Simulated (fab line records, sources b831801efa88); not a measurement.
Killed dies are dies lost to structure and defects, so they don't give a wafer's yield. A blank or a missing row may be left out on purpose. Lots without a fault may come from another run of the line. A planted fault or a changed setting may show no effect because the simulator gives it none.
A struck lot beside a sound one | flow sky130 | 15 steps out of a route of 708
Sound: wafers L832.2, L832.3, L832.6. Struck: wafers L841.1, L841.4, L841.6. The cause comes at the end.
At each step with rows: each side's tool, then ch and its chambers, then its first start. Under that, the readings that differ: sound wafers | struck wafers | difference of the means | sigmas: that difference in standard deviations of wafers without a fault.
alike: readings whose means differ by less than 2 such deviations, and words and numbers that are the same on both sides. not compared: withheld readings, readings that some wafer has no value for, bounds like >300 that may hide the same value, and numbers for which the record gives no deviation and whose values overlap.
The two part at a step that has a row with sigmas, a row that says differs or no value, or rows on one side only. Numbers that don't overlap but have no deviation are shown without sigmas and don't part them. A reading that every wafer of one side lacks parts them only if that side has two wafers or more.

first, 1 step without rows for these wafers: SKY_VT_ADJUST_LVTN_IMPLANT_19.
SKY_VT_ADJUST_LVTN_STRIP_20: strips in O2/N2.
  sound on plasma_asher-02 ch 0,1, day 9 23:38; struck on plasma_asher-01 ch 0,1, day 12 12:43
  reading                      | sound             | struck            | difference | sigmas
  strip_time_to_endpoint_s (s) | 14.16 14.19 14.19 | 14.29 14.29 14.27 | +0.10      | +2
  alike: drypump_motor_current_A, oes_product_au
  not compared: rf_hours_counter_h
SKY_VT_ADJUST_LVTN_TW_MEAS_21:
  sound on film_metro-04, day 9 23:44; struck on film_metro-03, day 12 12:49
  alike: VT_ADJUST_LVTN_2_TW
then, 7 steps without rows for these wafers: SKY_VT_ADJUST_NCORE_DEHYDRATE_00 (time 60 s); SKY_VT_ADJUST_NCORE_HMDS_01 (prime time 60 s); SKY_VT_ADJUST_NCORE_COAT_02 (resist thk 1140 nm); SKY_VT_ADJUST_NCORE_SOFTBAKE_03 (time 60 s); SKY_VT_ADJUST_NCORE_EXPOSE_04 (exposes mask LVTN COMPLEMENT THIN, target cd 380 nm); SKY_VT_ADJUST_NCORE_PEB_05; SKY_VT_ADJUST_NCORE_DEVELOP_06 (develop time 60 s).
SKY_VT_ADJUST_NCORE_CD_MEAS_07: target cd 380 nm.
  sound on cd_sem-01, day 10 22:40; struck on cd_sem-02, day 13 13:50
  alike: cd_nm
SKY_VT_ADJUST_NCORE_OVL_MEAS_08:
  sound on overlay-01, day 10 22:47; struck on overlay-01, day 13 13:58
  reading                  | sound        | struck         | difference | sigmas
  VT_ADJUST_NCORE_OVL (nm) | 1.6 1.5 -0.1 | -1.8 -2.1 -1.4 | -2.8       | -2
SKY_VT_ADJUST_NCORE_IMPLANT_09:
  sound on implanter-02 ch 0, day 10 22:50; struck on implanter-03, day 13 14:00
  no value came back on the struck wafers for beam_energy_keV, beam_on_s (s); on the sound wafers beam_energy_keV reads 10.003 9.996 10.004
SKY_VT_ADJUST_NCORE_STRIP_10: strips in O2/N2.
  sound on plasma_asher-01 ch 0,1, day 10 22:58; struck on plasma_asher-01 ch 0,1, day 13 14:09
  reading                      | sound             | struck            | difference | sigmas
  strip_time_to_endpoint_s (s) | 14.27 14.26 14.28 | 14.18 14.16 14.19 | -0.09      | -2
  alike: drypump_motor_current_A, oes_product_au
  not compared: rf_hours_counter_h
SKY_VT_ADJUST_NCORE_TW_MEAS_11:
  sound on film_metro-01, day 10 23:04; struck on film_metro-03, day 13 14:15
  reading            | sound             | struck         | difference | sigmas
  VT_ADJUST_NCORE_TW | 216.8 217.7 217.7 | 29.4 29.6 29.6 | -187.9     | -99 or more

WHERE THEY PART
First at SKY_VT_ADJUST_LVTN_STRIP_20; last, within this record, at SKY_VT_ADJUST_NCORE_TW_MEAS_11.

WHY: what the simulator had put in
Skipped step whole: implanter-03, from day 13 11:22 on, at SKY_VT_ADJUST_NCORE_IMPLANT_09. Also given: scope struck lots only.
